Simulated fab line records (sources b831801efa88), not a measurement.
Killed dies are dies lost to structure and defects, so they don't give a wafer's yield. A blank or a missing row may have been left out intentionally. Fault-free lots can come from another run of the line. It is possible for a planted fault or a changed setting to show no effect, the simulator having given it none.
Which tool was responsible? / flow sky130 / Sampling: 11 lots, 33 wafers, 5 of 708 route steps

WHAT EACH GAUGE READ, for each wafer
The record lacks any reading of a measuring or inspecting step that a usual standard deviation could be used to judge.

TOOL THAT RAN EACH LOT (tool first, then ch and the chambers of the sampled wafers, then the start)
lot=L261; SKY_FIELD_ISO_ETCH_15=rie-diel-04 ch 0,1,3, day 2 15:10; SKY_VIA4_STRIP_13=plasma-asher-03 ch 0, day 43 04:26; SKY_METAL5_SPUTTER_02=pvd-sputter-04, day 43 05:50; SKY_PAD_OPEN_STRIP_08=plasma-asher-03 ch 1, day 46 00:10; SKY_PAD_OPEN_PROBE_99=prober-01, day 46 02:26
lot=L263; SKY_FIELD_ISO_ETCH_15=rie-diel-04 ch 0,1, day 3 01:10; SKY_VIA4_STRIP_13=plasma-asher-01 ch 0,1, day 43 14:20; SKY_METAL5_SPUTTER_02=pvd-sputter-03, day 43 15:49; SKY_PAD_OPEN_STRIP_08=plasma-asher-03 ch 0,1, day 46 08:43; SKY_PAD_OPEN_PROBE_99=prober-01, day 46 10:59
lot=L266; SKY_FIELD_ISO_ETCH_15=rie-diel-03 ch 1,2, day 3 17:59; SKY_VIA4_STRIP_13=plasma-asher-01 ch 0,1, day 44 16:55; SKY_METAL5_SPUTTER_02=pvd-sputter-01, day 44 18:26; SKY_PAD_OPEN_STRIP_08=plasma-asher-01 ch 0,1, day 47 08:22; SKY_PAD_OPEN_PROBE_99=prober-02, day 47 10:37
lot=L267; SKY_FIELD_ISO_ETCH_15=rie-diel-04 ch 0,1,3, day 3 22:25; SKY_VIA4_STRIP_13=plasma-asher-02 ch 0,1, day 45 10:40; SKY_METAL5_SPUTTER_02=pvd-sputter-01, day 45 12:00; SKY_PAD_OPEN_STRIP_08=plasma-asher-04 ch 0,1, day 47 23:52; SKY_PAD_OPEN_PROBE_99=prober-01, day 48 02:07
lot=L268; SKY_FIELD_ISO_ETCH_15=rie-diel-01 ch 0,1, day 4 03:56; SKY_VIA4_STRIP_13=plasma-asher-02 ch 0,1, day 45 23:11; SKY_METAL5_SPUTTER_02=pvd-sputter-03, day 46 00:29; SKY_PAD_OPEN_STRIP_08=plasma-asher-01 ch 0,1, day 48 11:59; SKY_PAD_OPEN_PROBE_99=prober-02, day 48 14:19
lot=L272; SKY_FIELD_ISO_ETCH_15=rie-diel-03 ch 0,1, day 5 03:23; SKY_VIA4_STRIP_13=plasma-asher-02 ch 0, day 46 20:07; SKY_METAL5_SPUTTER_02=pvd-sputter-04, day 46 21:36; SKY_PAD_OPEN_STRIP_08=plasma-asher-01 ch 0,1, day 49 07:43; SKY_PAD_OPEN_PROBE_99=prober-02, day 49 09:55
lot=L274; SKY_FIELD_ISO_ETCH_15=rie-diel-04 ch 0,1, day 5 18:11; SKY_VIA4_STRIP_13=plasma-asher-02 ch 0,1, day 46 22:22; SKY_METAL5_SPUTTER_02=pvd-sputter-03, day 47 00:06; SKY_PAD_OPEN_STRIP_08=plasma-asher-03 ch 0,1, day 49 09:19; SKY_PAD_OPEN_PROBE_99=prober-02, day 49 11:32
lot=L279; SKY_FIELD_ISO_ETCH_15=rie-diel-01 ch 0,1,3, day 6 15:16; SKY_VIA4_STRIP_13=plasma-asher-02 ch 0,1, day 48 06:52; SKY_METAL5_SPUTTER_02=pvd-sputter-01, day 48 08:12; SKY_PAD_OPEN_STRIP_08=plasma-asher-03 ch 0,1, day 50 14:16; SKY_PAD_OPEN_PROBE_99=prober-01, day 50 16:40
lot=L280; SKY_FIELD_ISO_ETCH_15=rie-diel-01 ch 0,1, day 6 17:50; SKY_VIA4_STRIP_13=plasma-asher-03 ch 0,1, day 48 07:10; SKY_METAL5_SPUTTER_02=pvd-sputter-04, day 48 08:30; SKY_PAD_OPEN_STRIP_08=plasma-asher-04 ch 0,1, day 50 14:37; SKY_PAD_OPEN_PROBE_99=prober-02, day 50 16:50
lot=L281; SKY_FIELD_ISO_ETCH_15=rie-diel-01 ch 1,2,3, day 6 23:35; SKY_VIA4_STRIP_13=plasma-asher-01 ch 0,1, day 48 07:28; SKY_METAL5_SPUTTER_02=pvd-sputter-01, day 48 08:52; SKY_PAD_OPEN_STRIP_08=plasma-asher-04 ch 0,1, day 50 15:25; SKY_PAD_OPEN_PROBE_99=prober-01, day 50 18:10
lot=L282; SKY_FIELD_ISO_ETCH_15=rie-diel-04 ch 0,3, day 7 03:52; SKY_VIA4_STRIP_13=plasma-asher-03 ch 1, day 48 12:19; SKY_METAL5_SPUTTER_02=pvd-sputter-03, day 48 14:12; SKY_PAD_OPEN_STRIP_08=plasma-asher-01 ch 0, day 50 18:58; SKY_PAD_OPEN_PROBE_99=prober-02, day 50 21:10
- SKY_FIELD_ISO_ETCH_15: etches the open film in CHF3/O2, stops on Si, target depth 180 nm, time 72 s.
- SKY_VIA4_STRIP_13: strips in O2/N2.
- SKY_METAL5_SPUTTER_02: material AlCu, target thk 1150 nm, time 61.2 s.
- SKY_PAD_OPEN_STRIP_08: strips in O2/N2.
- SKY_PAD_OPEN_PROBE_99

WHAT THE TOOLS THEMSELVES READ (means of the sampled wafers that have a number; where no wafer has one, the mark that the record gives instead)
SKY_FIELD_ISO_ETCH_15. Usual: O2_flow_sccm 5.000 sccm, standard deviation 0.014; bias-w 199.9 W, standard deviation 0.59; chamber-pressure-mTorr 40.00 mTorr, standard deviation 0.047; drypump-motor-current-A 5.7 A, standard deviation 0.53; oes-product-au 0.943 a.u., standard deviation 0.0062; throttle-valve-pct 8.843 %, standard deviation 0.0095.
lot=L261; tool=rie-diel-04; O2_flow_sccm (sccm)=4.997; bias-w (W)=199.8; chamber-pressure-mTorr (mTorr)=39.97; drypump-motor-current-A (A)=5.7; oes-product-au (a.u.)=0.945; throttle-valve-pct (%)=8.841; flag=
lot=L263; tool=rie-diel-04; O2_flow_sccm (sccm)=5.020; bias-w (W)=200.3; chamber-pressure-mTorr (mTorr)=39.97; drypump-motor-current-A (A)=5.1; oes-product-au (a.u.)=0.942; throttle-valve-pct (%)=8.840; flag=
lot=L266; tool=rie-diel-03; O2_flow_sccm (sccm)=5.000; bias-w (W)=200.3; chamber-pressure-mTorr (mTorr)=40.03; drypump-motor-current-A (A)=5.6; oes-product-au (a.u.)=0.941; throttle-valve-pct (%)=8.838; flag=
lot=L267; tool=rie-diel-04; O2_flow_sccm (sccm)=5.008; bias-w (W)=200.1; chamber-pressure-mTorr (mTorr)=40.01; drypump-motor-current-A (A)=5.7; oes-product-au (a.u.)=0.948; throttle-valve-pct (%)=8.845; flag=
lot=L268; tool=rie-diel-01; O2_flow_sccm (sccm)=5.016; bias-w (W)=200.2; chamber-pressure-mTorr (mTorr)=40.01; drypump-motor-current-A (A)=5.6; oes-product-au (a.u.)=0.942; throttle-valve-pct (%)=8.853; flag=
lot=L272; tool=rie-diel-03; O2_flow_sccm (sccm)=4.992; bias-w (W)=199.5; chamber-pressure-mTorr (mTorr)=39.97; drypump-motor-current-A (A)=5.7; oes-product-au (a.u.)=0.947; throttle-valve-pct (%)=8.843; flag=
lot=L274; tool=rie-diel-04; O2_flow_sccm (sccm)=4.995; bias-w (W)=199.4; chamber-pressure-mTorr (mTorr)=40.02; drypump-motor-current-A (A)=5.2; oes-product-au (a.u.)=0.950; throttle-valve-pct (%)=8.843; flag=
lot=L279; tool=rie-diel-01; O2_flow_sccm (sccm)=4.990; bias-w (W)=200.4; chamber-pressure-mTorr (mTorr)=40.01; drypump-motor-current-A (A)=5.7; oes-product-au (a.u.)=0.948; throttle-valve-pct (%)=8.842; flag=
lot=L280; tool=rie-diel-01; O2_flow_sccm (sccm)=4.999; bias-w (W)=199.7; chamber-pressure-mTorr (mTorr)=40.00; drypump-motor-current-A (A)=5.6; oes-product-au (a.u.)=0.948; throttle-valve-pct (%)=8.835; flag=
lot=L281; tool=rie-diel-01; O2_flow_sccm (sccm)=5.007; bias-w (W)=200.0; chamber-pressure-mTorr (mTorr)=39.98; drypump-motor-current-A (A)=5.6; oes-product-au (a.u.)=0.939; throttle-valve-pct (%)=8.838; flag=
lot=L282; tool=rie-diel-04; O2_flow_sccm (sccm)=4.998; bias-w (W)=199.3; chamber-pressure-mTorr (mTorr)=40.00; drypump-motor-current-A (A)=5.5; oes-product-au (a.u.)=0.945; throttle-valve-pct (%)=8.843; flag=

SKY_VIA4_STRIP_13. Usual: chamber-pressure-mTorr 1500.0 mTorr, standard deviation 1.3; drypump-motor-current-A 5.6 A, standard deviation 0.49; n2-flow-sccm 300.1 sccm, standard deviation 0.86; oes-product-au 0.710 a.u., standard deviation 0.0047; strip-time-to-endpoint-s 12.802 s, standard deviation 0.027.
lot=L261; tool=plasma-asher-03; chamber-pressure-mTorr (mTorr)=1499.7; drypump-motor-current-A (A)=6.2; n2-flow-sccm (sccm)=300.3; oes-product-au (a.u.)=0.705; strip-time-to-endpoint-s (s)=12.813; flag=
lot=L263; tool=plasma-asher-01; chamber-pressure-mTorr (mTorr)=1500.5; drypump-motor-current-A (A)=5.3; n2-flow-sccm (sccm)=300.7; oes-product-au (a.u.)=0.707; strip-time-to-endpoint-s (s)=12.795; flag=
lot=L266; tool=plasma-asher-01; chamber-pressure-mTorr (mTorr)=1500.5; drypump-motor-current-A (A)=5.4; n2-flow-sccm (sccm)=301.4; oes-product-au (a.u.)=0.709; strip-time-to-endpoint-s (s)=12.807; flag=
lot=L267; tool=plasma-asher-02; chamber-pressure-mTorr (mTorr)=1500.3; drypump-motor-current-A (A)=5.4; n2-flow-sccm (sccm)=300.9; oes-product-au (a.u.)=0.711; strip-time-to-endpoint-s (s)=12.817; flag=
lot=L268; tool=plasma-asher-02; chamber-pressure-mTorr (mTorr)=1499.9; drypump-motor-current-A (A)=5.4; n2-flow-sccm (sccm)=300.0; oes-product-au (a.u.)=0.712; strip-time-to-endpoint-s (s)=12.782; flag=
lot=L272; tool=plasma-asher-02; chamber-pressure-mTorr (mTorr)=1499.9; drypump-motor-current-A (A)=5.7; n2-flow-sccm (sccm)=299.5; oes-product-au (a.u.)=0.709; strip-time-to-endpoint-s (s)=12.802; flag=
lot=L274; tool=plasma-asher-02; chamber-pressure-mTorr (mTorr)=1500.6; drypump-motor-current-A (A)=5.0; n2-flow-sccm (sccm)=300.1; oes-product-au (a.u.)=0.707; strip-time-to-endpoint-s (s)=12.801; flag=
lot=L279; tool=plasma-asher-02; chamber-pressure-mTorr (mTorr)=1498.9; drypump-motor-current-A (A)=5.0; n2-flow-sccm (sccm)=300.9; oes-product-au (a.u.)=0.710; strip-time-to-endpoint-s (s)=12.810; flag=
lot=L280; tool=plasma-asher-03; chamber-pressure-mTorr (mTorr)=1501.1; drypump-motor-current-A (A)=6.1; n2-flow-sccm (sccm)=299.6; oes-product-au (a.u.)=0.712; strip-time-to-endpoint-s (s)=12.822; flag=
lot=L281; tool=plasma-asher-01; chamber-pressure-mTorr (mTorr)=1500.8; drypump-motor-current-A (A)=5.4; n2-flow-sccm (sccm)=300.4; oes-product-au (a.u.)=0.708; strip-time-to-endpoint-s (s)=12.781; flag=
lot=L282; tool=plasma-asher-03; chamber-pressure-mTorr (mTorr)=1499.7; drypump-motor-current-A (A)=5.9; n2-flow-sccm (sccm)=299.0; oes-product-au (a.u.)=0.710; strip-time-to-endpoint-s (s)=12.792; flag=

SKY_METAL5_SPUTTER_02. Usual: throttle-valve-pct at 29.7 %, with a standard deviation of 0.86.
lot=L261; tool=pvd-sputter-04; throttle-valve-pct (%)=29.9; flag=
lot=L263; tool=pvd-sputter-03; throttle-valve-pct (%)=29.5; flag=
lot=L266; tool=pvd-sputter-01; throttle-valve-pct (%)=29.2; flag=
lot=L267; tool=pvd-sputter-01; throttle-valve-pct (%)=29.8; flag=
lot=L268; tool=pvd-sputter-03; throttle-valve-pct (%)=29.3; flag=
lot=L272; tool=pvd-sputter-04; throttle-valve-pct (%)=29.8; flag=
lot=L274; tool=pvd-sputter-03; throttle-valve-pct (%)=29.7; flag=
lot=L279; tool=pvd-sputter-01; throttle-valve-pct (%)=29.8; flag=
lot=L280; tool=pvd-sputter-04; throttle-valve-pct (%)=29.8; flag=
lot=L281; tool=pvd-sputter-01; throttle-valve-pct (%)=29.7; flag=
lot=L282; tool=pvd-sputter-03; throttle-valve-pct (%)=30.0; flag=

SKY_PAD_OPEN_STRIP_08. Usual: chamber-pressure-mTorr 1500.0 mTorr, standard deviation 1.4; drypump-motor-current-A 5.7 A, standard deviation 0.34; n2-flow-sccm 300.0 sccm, standard deviation 0.87; oes-product-au 0.662 a.u., standard deviation 0.0047.
lot=L261; tool=plasma-asher-03; chamber-pressure-mTorr (mTorr)=1499.7; drypump-motor-current-A (A)=5.9; n2-flow-sccm (sccm)=299.8; oes-product-au (a.u.)=0.661; flag=
lot=L263; tool=plasma-asher-03; chamber-pressure-mTorr (mTorr)=1501.6; drypump-motor-current-A (A)=6.0; n2-flow-sccm (sccm)=300.5; oes-product-au (a.u.)=0.663; flag=
lot=L266; tool=plasma-asher-01; chamber-pressure-mTorr (mTorr)=1500.6; drypump-motor-current-A (A)=5.4; n2-flow-sccm (sccm)=300.5; oes-product-au (a.u.)=0.665; flag=
lot=L267; tool=plasma-asher-04; chamber-pressure-mTorr (mTorr)=1499.8; drypump-motor-current-A (A)=5.8; n2-flow-sccm (sccm)=299.3; oes-product-au (a.u.)=0.662; flag=
lot=L268; tool=plasma-asher-01; chamber-pressure-mTorr (mTorr)=1499.7; drypump-motor-current-A (A)=5.3; n2-flow-sccm (sccm)=300.7; oes-product-au (a.u.)=0.662; flag=
lot=L272; tool=plasma-asher-01; chamber-pressure-mTorr (mTorr)=1499.4; drypump-motor-current-A (A)=5.4; n2-flow-sccm (sccm)=300.3; oes-product-au (a.u.)=0.659; flag=
lot=L274; tool=plasma-asher-03; chamber-pressure-mTorr (mTorr)=1501.7; drypump-motor-current-A (A)=6.1; n2-flow-sccm (sccm)=300.1; oes-product-au (a.u.)=0.671; flag=
lot=L279; tool=plasma-asher-03; chamber-pressure-mTorr (mTorr)=1500.6; drypump-motor-current-A (A)=5.9; n2-flow-sccm (sccm)=298.9; oes-product-au (a.u.)=0.666; flag=
lot=L280; tool=plasma-asher-04; chamber-pressure-mTorr (mTorr)=1499.6; drypump-motor-current-A (A)=5.8; n2-flow-sccm (sccm)=300.4; oes-product-au (a.u.)=0.662; flag=
lot=L281; tool=plasma-asher-04; chamber-pressure-mTorr (mTorr)=1500.4; drypump-motor-current-A (A)=5.8; n2-flow-sccm (sccm)=299.3; oes-product-au (a.u.)=0.665; flag=
lot=L282; tool=plasma-asher-01; chamber-pressure-mTorr (mTorr)=1497.8; drypump-motor-current-A (A)=5.4; n2-flow-sccm (sccm)=299.9; oes-product-au (a.u.)=0.664; flag=

SKY_PAD_OPEN_PROBE_99. Usual: killed_at_M0_to_M3 43, standard deviation 7.8; killed_at_M4_up 3.2, standard deviation 1.7; killed-at-contacts 24, standard deviation 5.2; killed-at-front-end 15, standard deviation 4.5; killed-at-other 0.4, standard deviation 0.65; killed-dies 87, standard deviation 9.1; killed-open 47, standard deviation 7.3; killed-short 40, standard deviation 6.5.
lot=L261 tool=prober-01 killed_at_M0_to_M3=39 killed_at_M4_up=3.7 killed-at-contacts=26 killed-at-front-end=15 killed-at-other=0.3 killed-dies=84 killed-open=44 killed-short=40 flag=
lot=L263 tool=prober-01 killed_at_M0_to_M3=44 killed_at_M4_up=4.3 killed-at-contacts=23 killed-at-front-end=17 killed-at-other=0.3 killed-dies=88 killed-open=52 killed-short=35 flag=
lot=L266 tool=prober-02 killed_at_M0_to_M3=41 killed_at_M4_up=2.0 killed-at-contacts=26 killed-at-front-end=15 killed-at-other=0.0 killed-dies=84 killed-open=44 killed-short=40 flag=
lot=L267 tool=prober-01 killed_at_M0_to_M3=45 killed_at_M4_up=4.7 killed-at-contacts=24 killed-at-front-end=18 killed-at-other=0.7 killed-dies=92 killed-open=47 killed-short=44 flag=
lot=L268 tool=prober-02 killed_at_M0_to_M3=53 killed_at_M4_up=2.3 killed-at-contacts=26 killed-at-front-end=16 killed-at-other=0.3 killed-dies=98 killed-open=51 killed-short=47 flag=
lot=L272 tool=prober-02 killed_at_M0_to_M3=44 killed_at_M4_up=5.0 killed-at-contacts=21 killed-at-front-end=50 killed-at-other=0.0 killed-dies=120 killed-open=40 killed-short=40 flag=OFF
lot=L274 tool=prober-02 killed_at_M0_to_M3=42 killed_at_M4_up=2.3 killed-at-contacts=23 killed-at-front-end=13 killed-at-other=1.3 killed-dies=82 killed-open=44 killed-short=36 flag=
lot=L279 tool=prober-01 killed_at_M0_to_M3=43 killed_at_M4_up=2.7 killed-at-contacts=25 killed-at-front-end=15 killed-at-other=1.3 killed-dies=88 killed-open=48 killed-short=39 flag=
lot=L280 tool=prober-02 killed_at_M0_to_M3=35 killed_at_M4_up=2.7 killed-at-contacts=29 killed-at-front-end=17 killed-at-other=0.3 killed-dies=84 killed-open=51 killed-short=33 flag=
lot=L281 tool=prober-01 killed_at_M0_to_M3=52 killed_at_M4_up=2.3 killed-at-contacts=20 killed-at-front-end=13 killed-at-other=0.0 killed-dies=88 killed-open=51 killed-short=37 flag=
lot=L282 tool=prober-02 killed_at_M0_to_M3=34 killed_at_M4_up=3.0 killed-at-contacts=27 killed-at-front-end=16 killed-at-other=0.0 killed-dies=80 killed-open=42 killed-short=37 flag=

THE ANSWER, worked out from the rows above alone
Rule: a lot counts as off when the mean over its wafers that have a number is more than 3 standard deviations away from the usual mean. A lot without any number at a reading at which 4 lots or more have one is off too. All remaining lots with rows at the step are treated as sound. After the gauges, taken in route order, come the tools' own readings; for these a lot's mean is taken, as printed above. At the first step where some lot is off, the reading lying furthest off is the one used; lots without a number count as furthest.
Off, at SKY_PAD_OPEN_PROBE_99 on killed-at-front-end: L272.
A tool fits if, at that step or a process step before it, it ran every lot that is off, and no sound lot after the first of them. One fits: rie-diel-03 at SKY_FIELD_ISO_ETCH_15. Its last sound lot is L266 (day 3 17:59), its first lot that is off L272 (day 5 03:23): a fault that began between those two fits.

WHAT WAS PUT IN BY THE SIMULATOR
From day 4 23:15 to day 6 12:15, rie-diel-03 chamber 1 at SKY_FIELD_ISO_ETCH_15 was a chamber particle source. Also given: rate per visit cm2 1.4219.
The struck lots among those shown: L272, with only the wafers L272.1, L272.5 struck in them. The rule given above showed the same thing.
